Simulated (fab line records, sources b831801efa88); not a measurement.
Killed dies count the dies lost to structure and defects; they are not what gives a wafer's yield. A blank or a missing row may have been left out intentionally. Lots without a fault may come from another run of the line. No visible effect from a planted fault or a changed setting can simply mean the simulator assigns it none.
Which tool is to blame? / flow gf180mcu / 39 wafers from 13 lots sampled at 3 of the route's 602 steps

== WHAT EACH GAUGE READ, for each wafer ==
GF_V4_CD_MEAS_14 targets a cd of 260 nm.
lot=L977; measured=day 24 07:52; on=cdSem-01; cdNm (nm)=261.3 261.0 261.1
lot=L979; measured=day 25 04:10; on=cdSem-01; cdNm (nm)=260.7 258.7 259.2
lot=L981; measured=day 25 20:31; on=cdSem-02; cdNm (nm)=259.2 260.0 260.0
lot=L982; measured=day 26 03:25; on=cdSem-02; cdNm (nm)=258.9 260.2 260.1
lot=L983; measured=day 26 17:10; on=cdSem-01; cdNm (nm)=257.0 256.3 256.2
lot=L984; measured=day 27 00:13; on=cdSem-01; cdNm (nm)=258.9 258.9 259.1
lot=L986; measured=day 27 06:52; on=cdSem-02; cdNm (nm)=260.6 260.0 258.9
lot=L987; measured=day 27 22:26; on=cdSem-01; cdNm (nm)=261.3 260.5 260.1
lot=L990; measured=day 28 16:07; on=cdSem-01; cdNm (nm)=260.0 260.7 259.7
lot=L995; measured=day 30 07:49; on=cdSem-01; cdNm (nm)=258.7 259.4 258.6
lot=L998; measured=day 30 17:46; on=cdSem-01; cdNm (nm)=260.8 258.5 261.5
lot=L999; measured=day 31 05:14; on=cdSem-02; cdNm (nm)=263.7 263.4 262.6
lot=L100; measured=day 31 08:40; on=cdSem-02; cdNm (nm)=260.2 261.1 262.2

== EACH LOT AND THE TOOL THAT RAN IT (in order: tool; ch and the chambers of the sampled wafers; start) ==
lot=L977; GF_M3_SPUTTER_01=pvdSputter-01, day 20 06:12; GF_M4_SPUTTER_01=pvdSputter-01, day 22 09:10
lot=L979; GF_M3_SPUTTER_01=pvdSputter-04, day 21 04:01; GF_M4_SPUTTER_01=pvdSputter-02, day 23 06:15
lot=L981; GF_M3_SPUTTER_01=pvdSputter-03, day 22 00:08; GF_M4_SPUTTER_01=pvdSputter-01, day 24 00:18
lot=L982; GF_M3_SPUTTER_01=pvdSputter-04, day 22 06:28; GF_M4_SPUTTER_01=pvdSputter-01, day 24 07:22
lot=L983; GF_M3_SPUTTER_01=pvdSputter-01, day 22 22:47; GF_M4_SPUTTER_01=pvdSputter-01, day 24 22:16
lot=L984; GF_M3_SPUTTER_01=pvdSputter-01, day 23 04:32; GF_M4_SPUTTER_01=pvdSputter-04, day 25 04:38
lot=L986; GF_M3_SPUTTER_01=pvdSputter-01, day 23 11:50; GF_M4_SPUTTER_01=pvdSputter-02, day 25 10:56
lot=L987; GF_M3_SPUTTER_01=pvdSputter-04, day 24 05:23; GF_M4_SPUTTER_01=pvdSputter-04, day 26 03:12
lot=L990; GF_M3_SPUTTER_01=pvdSputter-04, day 25 02:50; GF_M4_SPUTTER_01=pvdSputter-02, day 26 23:38
lot=L995; GF_M3_SPUTTER_01=pvdSputter-04, day 26 22:23; GF_M4_SPUTTER_01=pvdSputter-01, day 28 17:00
lot=L998; GF_M3_SPUTTER_01=pvdSputter-03, day 27 09:50; GF_M4_SPUTTER_01=pvdSputter-04, day 29 03:17
lot=L999; GF_M3_SPUTTER_01=pvdSputter-04, day 27 23:05; GF_M4_SPUTTER_01=pvdSputter-02, day 29 15:02
lot=L100; GF_M3_SPUTTER_01=pvdSputter-04, day 28 03:05; GF_M4_SPUTTER_01=pvdSputter-04, day 29 19:43
- GF_M3_SPUTTER_01: material TiN, target thk 30 nm, time 25 s.
- GF_M4_SPUTTER_01: material TiN, target thk 30 nm, time 25 s.

== WHAT THE TOOLS THEMSELVES READ (means of the sampled wafers that have a number; where no wafer has one, the mark that the record gives instead) ==
GF_M3_SPUTTER_01.
lot=L977; tool=pvdSputter-01; chamberPressurePa (Pa)=0.4002; throttleValvePct (%)=30.8
lot=L979; tool=pvdSputter-04; chamberPressurePa (Pa)=0.4000; throttleValvePct (%)=30.1
lot=L981; tool=pvdSputter-03; chamberPressurePa (Pa)=0.3987; throttleValvePct (%)=30.4
lot=L982; tool=pvdSputter-04; chamberPressurePa (Pa)=0.3994; throttleValvePct (%)=30.0
lot=L983; tool=pvdSputter-01; chamberPressurePa (Pa)=0.4005; throttleValvePct (%)=30.9
lot=L984; tool=pvdSputter-01; chamberPressurePa (Pa)=0.4001; throttleValvePct (%)=29.9
lot=L986; tool=pvdSputter-01; chamberPressurePa (Pa)=0.3997; throttleValvePct (%)=29.8
lot=L987; tool=pvdSputter-04; chamberPressurePa (Pa)=0.4008; throttleValvePct (%)=30.4
lot=L990; tool=pvdSputter-04; chamberPressurePa (Pa)=0.4004; throttleValvePct (%)=30.1
lot=L995; tool=pvdSputter-04; chamberPressurePa (Pa)=0.3999; throttleValvePct (%)=30.2
lot=L998; tool=pvdSputter-03; chamberPressurePa (Pa)=0.4005; throttleValvePct (%)=30.1
lot=L999; tool=pvdSputter-04; chamberPressurePa (Pa)=0.4001; throttleValvePct (%)=30.4
lot=L100; tool=pvdSputter-04; chamberPressurePa (Pa)=0.4007; throttleValvePct (%)=30.1

GF_M4_SPUTTER_01.
lot=L977; tool=pvdSputter-01; chamberPressurePa (Pa)=0.4001; throttleValvePct (%)=31.0
lot=L979; tool=pvdSputter-02; chamberPressurePa (Pa)=0.3996; throttleValvePct (%)=30.4
lot=L981; tool=pvdSputter-01; chamberPressurePa (Pa)=0.3986; throttleValvePct (%)=30.4
lot=L982; tool=pvdSputter-01; chamberPressurePa (Pa)=0.4008; throttleValvePct (%)=29.9
lot=L983; tool=pvdSputter-01; chamberPressurePa (Pa)=0.4004; throttleValvePct (%)=29.7
lot=L984; tool=pvdSputter-04; chamberPressurePa (Pa)=0.3996; throttleValvePct (%)=30.3
lot=L986; tool=pvdSputter-02; chamberPressurePa (Pa)=0.4004; throttleValvePct (%)=29.7
lot=L987; tool=pvdSputter-04; chamberPressurePa (Pa)=0.4002; throttleValvePct (%)=30.2
lot=L990; tool=pvdSputter-02; chamberPressurePa (Pa)=0.4003; throttleValvePct (%)=30.4
lot=L995; tool=pvdSputter-01; chamberPressurePa (Pa)=0.4003; throttleValvePct (%)=30.9
lot=L998; tool=pvdSputter-04; chamberPressurePa (Pa)=0.3998; throttleValvePct (%)=30.2
lot=L999; tool=pvdSputter-02; chamberPressurePa (Pa)=0.3996; throttleValvePct (%)=30.2
lot=L100; tool=pvdSputter-04; chamberPressurePa (Pa)=0.3995; throttleValvePct (%)=30.2

== THE ANSWER, worked out from the rows above alone ==
Rule: the usual values come from the lots themselves. The widest of any qualifying gaps counts: lots, ordered by their means at a reading, are off when they make up no more than a third of the lots, leave a main group of 4 or more, and stand apart from it by 3 or more times the standard deviation of that group's means. If all means in a main group match to the digits the tables above print for the reading, that group is not used. Also off: a lot with no number at a reading for which 4 or more lots have one. Where the step has rows for the other lots, those lots are counted as sound. Order of review: gauges by route order, followed by the tools' own readings, for which a lot's mean as printed above is used. At the first step where some lot is off, the reading lying furthest off is the one used; lots without a number count as furthest.
None of the lots is off at any reading shown; this tells nothing.

== WHAT THE SIMULATOR PUT IN ==
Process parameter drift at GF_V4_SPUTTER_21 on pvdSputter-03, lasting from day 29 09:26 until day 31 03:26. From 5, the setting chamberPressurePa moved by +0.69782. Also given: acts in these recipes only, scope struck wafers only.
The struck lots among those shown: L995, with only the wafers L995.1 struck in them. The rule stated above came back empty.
